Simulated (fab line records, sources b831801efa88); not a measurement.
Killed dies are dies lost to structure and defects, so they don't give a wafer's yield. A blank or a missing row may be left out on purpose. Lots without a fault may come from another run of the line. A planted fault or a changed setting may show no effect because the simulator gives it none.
Which tool did it? | flow sky130 | 15 lots, 45 wafers sampled, at 1 step of a route of 708

WHAT THE GAUGES READ, wafer by wafer
SKY_CAP2M_THK_MEAS_01.
lot  | measured     | on            | CAP2M_CVD_00_THK (nm)
L216 | day 40 13:41 | film_metro-02 | 15.26 14.97 15.34
L218 | day 41 05:41 | film_metro-01 | 15.34 15.39 15.53
L222 | day 42 16:58 | film_metro-01 | 15.58 15.78 15.81
L223 | day 42 18:35 | film_metro-01 | 15.68 16.00 15.85
L224 | day 43 09:58 | film_metro-01 | 15.17 15.12 15.39
L230 | day 44 13:48 | film_metro-02 | 15.62 15.45 15.30
L229 | day 44 15:07 | film_metro-01 | 15.51 15.56 15.75
L231 | day 44 16:29 | film_metro-01 | 15.31 15.41 15.45
L232 | day 44 23:22 | film_metro-01 | 15.24 15.43 15.40
L233 | day 45 02:14 | film_metro-01 | 15.42 15.44 15.80
L234 | day 45 11:19 | film_metro-01 | 15.33 15.67 15.52
L236 | day 45 19:28 | film_metro-04 | 15.18 15.52 15.74
L237 | day 45 23:56 | film_metro-02 | 15.28 15.83 15.42
L238 | day 46 09:36 | film_metro-04 | 15.53 15.91 16.08
L239 | day 46 19:06 | film_metro-01 | 15.20 15.25 14.81

WHICH TOOL RAN EACH LOT (tool, then ch and the chambers of the sampled wafers, then the start)
The record holds no process step before these readings.

WHAT THE TOOLS THEMSELVES READ (means of the sampled wafers that have a number; where no wafer has one, the mark that the record gives instead)
The record holds no such reading with a usual standard deviation.

THE ANSWER, worked out from the rows above alone
Rule: what is usual is taken from the lots themselves. Put in order of their means at a reading, lots are off if they are a third of the lots or fewer, leave a main group of 4 or more, and stand apart from it by a gap of 3 or more times the standard deviation of the main group's means; of several such gaps the widest counts. A main group whose means are all the same, to the digits that the tables above print for the reading, isn't used. A lot without any number at a reading at which 4 lots or more have one is off too. The other lots that the step has rows for count as sound. The gauges are gone through in route order, then the tools' own readings, and for those a lot's mean is taken as printed above. The first step at which some lot is off is used, and at that step the reading that is off furthest; a lot without a number counts as furthest.
No lot is off at any reading shown: from this, nothing can be told.

WHAT THE SIMULATOR HAD PUT IN
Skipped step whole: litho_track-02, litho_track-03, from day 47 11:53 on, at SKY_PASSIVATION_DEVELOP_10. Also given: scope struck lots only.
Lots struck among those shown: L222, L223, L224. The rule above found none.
